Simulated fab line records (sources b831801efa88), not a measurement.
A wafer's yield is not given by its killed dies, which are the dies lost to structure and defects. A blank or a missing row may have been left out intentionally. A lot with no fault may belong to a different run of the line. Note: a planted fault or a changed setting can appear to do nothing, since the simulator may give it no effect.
Which tool did it? | flow sky130 | 11 lots, 33 wafers sampled, at 5 steps of a route of 708

## WHAT THE GAUGES SHOWED, per wafer
SKY_PASSIVATION_THK_MEAS_03.
lot  | measured     | on            | PASSIVATION_CVD_02_THK (nm)
L199 | day 43 17:38 | film metro-01 | 532 544 546
L200 | day 44 04:05 | film metro-02 | 528 531 539
L201 | day 45 03:05 | film metro-01 | 540 533 545
L204 | day 45 09:43 | film metro-01 | 534 533 542
L203 | day 45 10:52 | film metro-01 | 540 537 547
L205 | day 45 11:37 | film metro-02 | 541 540 547
L206 | day 45 13:17 | film metro-02 | 536 537 552
L210 | day 46 13:25 | film metro-03 | 545 544 547
L209 | day 46 14:28 | film metro-01 | 539 548 546
L217 | day 48 09:39 | film metro-02 | 538 543 847
L220 | day 48 23:17 | film metro-03 | 542 547 548

## WHAT TOOL EACH LOT RAN ON (gives the tool, then ch and the chambers of the sampled wafers, and finally the start)
lot  | SKY_METAL5_SPUTTER_04        | SKY_METAL5_METAL_ETCH_15          | SKY_PASSIVATION_CVD_00          | SKY_PASSIVATION_CVD_02
L199 | pvd sputter-04, day 42 19:00 | rie metal-02 ch 0,1, day 43 16:29 | pecvd-04 ch 0,1, day 43 17:19   | pecvd-03 ch 0,1,2, day 43 17:23
L200 | pvd sputter-02, day 43 04:29 | rie metal-03 ch 1, day 44 02:57   | pecvd-01 ch 0,1,2, day 44 03:46 | pecvd-04 ch 0,1, day 44 03:51
L201 | pvd sputter-04, day 44 04:51 | rie metal-03 ch 0, day 45 01:57   | pecvd-04 ch 1,2, day 45 02:47   | pecvd-03 ch 0,1, day 45 02:52
L204 | pvd sputter-04, day 44 10:14 | rie metal-01 ch 0,1, day 45 08:08 | pecvd-04 ch 0,1, day 45 09:24   | pecvd-03 ch 0,2, day 45 09:29
L203 | pvd sputter-02, day 44 10:55 | rie metal-03 ch 0,1, day 45 09:18 | pecvd-01 ch 1,2, day 45 10:34   | pecvd-04 ch 1,2, day 45 10:38
L205 | pvd sputter-01, day 44 13:20 | rie metal-03 ch 0,1, day 45 10:29 | pecvd-03 ch 0,1,2, day 45 11:19 | pecvd-01 ch 0,1,2, day 45 11:24
L206 | pvd sputter-01, day 44 15:00 | rie metal-01 ch 0,1, day 45 11:47 | pecvd-04 ch 0,1,2, day 45 12:58 | pecvd-03 ch 0,1, day 45 13:03
L210 | pvd sputter-01, day 45 15:31 | rie metal-01 ch 0,1, day 46 12:17 | pecvd-03 ch 0,1,2, day 46 13:05 | pecvd-01 ch 0,1,2, day 46 13:16
L209 | pvd sputter-02, day 45 16:51 | rie metal-03 ch 1, day 46 13:20   | pecvd-01 ch 0,2, day 46 14:10   | pecvd-04 ch 0,1,2, day 46 14:15
L217 | pvd sputter-01, day 47 13:22 | rie metal-02 ch 0,1, day 48 08:32 | pecvd-03 ch 0,1,2, day 48 09:19 | pecvd-01 ch 1,2, day 48 09:23
L220 | pvd sputter-02, day 48 04:03 | rie metal-01 ch 0,1, day 48 22:08 | pecvd-01 ch 0,1,2, day 48 22:58 | pecvd-03 ch 0,2, day 48 23:03
- SKY_METAL5_SPUTTER_04: material TiN, target thk 70 nm, time 58.3 s.
- SKY_METAL5_METAL_ETCH_15: etches the open film in Cl2/BCl3, stops on SiO2, target depth 1260 nm, time 252 s.
- SKY_PASSIVATION_CVD_00: deposits SiO2, target thk 90 nm.
- SKY_PASSIVATION_CVD_02: deposits Si3N4, target thk 540 nm.

## WHAT THE TOOLS THEMSELVES READ (means of the sampled wafers that have a number; where no wafer has one, the mark that the record gives instead)
SKY_METAL5_SPUTTER_04.
lot  | tool           | throttle valve pct (%)
L199 | pvd sputter-04 | 29.7
L200 | pvd sputter-02 | 30.7
L201 | pvd sputter-04 | 29.7
L204 | pvd sputter-04 | 29.8
L203 | pvd sputter-02 | 31.3
L205 | pvd sputter-01 | 30.1
L206 | pvd sputter-01 | 30.2
L210 | pvd sputter-01 | 30.2
L209 | pvd sputter-02 | 30.4
L217 | pvd sputter-01 | 30.1
L220 | pvd sputter-02 | 30.3

SKY_METAL5_METAL_ETCH_15.
lot  | tool         | drypump motor current A (A) | oes product au (a.u.) | rf fwd power W (W) | throttle valve pct (%)
L199 | rie metal-02 | 5.9                         | 0.889                 | 896.9              | 22.257
L200 | rie metal-03 | 5.5                         | 0.894                 | 898.1              | 22.262
L201 | rie metal-03 | 6.2                         | 0.893                 | 898.0              | 22.261
L204 | rie metal-01 | 5.8                         | 0.892                 | 896.7              | 22.256
L203 | rie metal-03 | 5.9                         | 0.894                 | 899.6              | 22.257
L205 | rie metal-03 | 5.7                         | 0.894                 | 896.4              | 22.268
L206 | rie metal-01 | 5.5                         | 0.896                 | 896.6              | 22.270
L210 | rie metal-01 | 5.8                         | 0.896                 | 896.1              | 22.261
L209 | rie metal-03 | 5.5                         | 0.893                 | 895.2              | 22.264
L217 | rie metal-02 | 6.0                         | 0.891                 | 896.1              | 22.266
L220 | rie metal-01 | 5.8                         | 0.892                 | 895.4              | 22.273

SKY_PASSIVATION_CVD_00.
lot  | tool     | heater power w (W) | rf fwd power W (W)
L199 | pecvd-04 | 575                | 594
L200 | pecvd-01 | 522                | 588
L201 | pecvd-04 | 670                | 594
L204 | pecvd-04 | 569                | 590
L203 | pecvd-01 | 588                | 586
L205 | pecvd-03 | 651                | 588
L206 | pecvd-04 | 629                | 591
L210 | pecvd-03 | 649                | 587
L209 | pecvd-01 | 479                | 590
L217 | pecvd-03 | 661                | 587
L220 | pecvd-01 | 537                | 590

SKY_PASSIVATION_CVD_02.
lot  | tool     | heater power w (W) | rf fwd power W (W)
L199 | pecvd-03 | 724                | 448.6
L200 | pecvd-04 | 598                | 448.8
L201 | pecvd-03 | 679                | 448.3
L204 | pecvd-03 | 695                | 447.9
L203 | pecvd-04 | 714                | 449.6
L205 | pecvd-01 | 552                | 449.6
L206 | pecvd-03 | 654                | 449.6
L210 | pecvd-01 | 578                | 448.4
L209 | pecvd-04 | 722                | 449.7
L217 | pecvd-01 | 626                | 449.5
L220 | pecvd-03 | 714                | 449.0

## THE ANSWER, worked out from the rows above alone
Rule: usual is defined by the lots themselves. The widest of any qualifying gaps counts: lots, ordered by their means at a reading, are off when they make up no more than a third of the lots, leave a main group of 4 or more, and stand apart from it by 3 or more times the standard deviation of that group's means. If all means in a main group match to the digits the tables above print for the reading, that group is not used. A lot without any number at a reading at which 4 lots or more have one is off too. Where the step has rows for the other lots, those lots are counted as sound. Order of review: gauges by route order, followed by the tools' own readings, for which a lot's mean as printed above is used. At the first step where some lot is off, the reading lying furthest off is the one used; lots without a number count as furthest.
Off: L217, seen at SKY_PASSIVATION_THK_MEAS_03 (PASSIVATION_CVD_02_THK). The main group has a mean of 541 nm with a standard deviation of 3.9.
If a tool, at a process step before that reading, ran all the lots that are off and no sound lot after the first of them, it fits. Those tools and the gauges at SKY_PASSIVATION_THK_MEAS_03 are tried in the same way. Can't be told from this: 5 tools fit, pvd sputter-01 at SKY_METAL5_SPUTTER_04, rie metal-02 at SKY_METAL5_METAL_ETCH_15, pecvd-03 at SKY_PASSIVATION_CVD_00, pecvd-01 at SKY_PASSIVATION_CVD_02, film metro-02 at SKY_PASSIVATION_THK_MEAS_03.

## WHAT THE SIMULATOR PUT IN
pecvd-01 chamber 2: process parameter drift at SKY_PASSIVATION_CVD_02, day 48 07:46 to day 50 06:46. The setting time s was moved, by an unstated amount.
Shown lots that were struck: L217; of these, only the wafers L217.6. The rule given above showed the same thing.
